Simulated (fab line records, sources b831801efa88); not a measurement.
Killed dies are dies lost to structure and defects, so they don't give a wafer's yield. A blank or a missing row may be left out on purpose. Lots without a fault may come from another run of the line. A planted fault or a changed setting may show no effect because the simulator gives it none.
Chamber matching | flow sky130 | SKY_VIA4_ETCH_12 on rie_diel-03: 4 sister chambers
The step etches SiO2 in C4F8/O2/Ar, stops on TiN, target depth 580 nm. 8 wafers are shown with their chamber, then 9 later ones without.

WAFERS WITH THEIR CHAMBER
wafer  | chamber | oes_product_au (a.u.)
L082.5 | 0       | 0.924
L083.5 | 0       | 0.932
L083.6 | 3       | 0.925
L084.4 | 2       | 0.924
L084.5 | 1       | 0.930
L086.1 | 2       | 0.935
L086.3 | 3       | 0.926
L086.4 | 1       | 0.927

WAFERS WITHOUT THEIR CHAMBER
wafer  | oes_product_au (a.u.)
L091.4 | 0.930
L091.5 | 0.924
L091.6 | 0.924
L093.3 | 0.920
L093.4 | 0.926
L093.5 | 0.929
L096.4 | 0.918
L096.5 | 0.921
L096.6 | 0.925

WHICH CHAMBER EACH WENT THROUGH
wafer  | from the rows above               | in truth
L091.4 | can't be placed: 2 or 1 or 0 or 3 | 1
L091.5 | can't be placed: 3 or 0 or 1 or 2 | 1
L091.6 | can't be placed: 3 or 0 or 1 or 2 | 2
L093.3 | can't be placed: 3 or 0 or 1 or 2 | 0
L093.4 | can't be placed: 3 or 0 or 1 or 2 | 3
L093.5 | can't be placed: 1 or 2 or 0 or 3 | 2
L096.4 | can't be placed: 3 or 0 or 1 or 2 | 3
L096.5 | can't be placed: 3 or 0 or 1 or 2 | 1
L096.6 | can't be placed: 3 or 0 or 1 or 2 | 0
Placed correctly: 0 of 9. Can't be placed from these rows: 9 (the true chamber is among the candidates in 9). Placed wrongly: 0.
How it was worked out, from the rows above alone: a wafer's distance from a chamber is the root of the sum, over the readings, of the square of ((its reading less the chamber's mean) divided by the reading's scatter). The wafer belongs to the nearest chamber; if the next one is less than 2 further off, it can't be placed. A chamber's mean is the mean of its shown wafers. The scatter: the root of (the sum of the squares of (reading less its chamber's mean) over the shown wafers, divided by (wafers less chambers)).
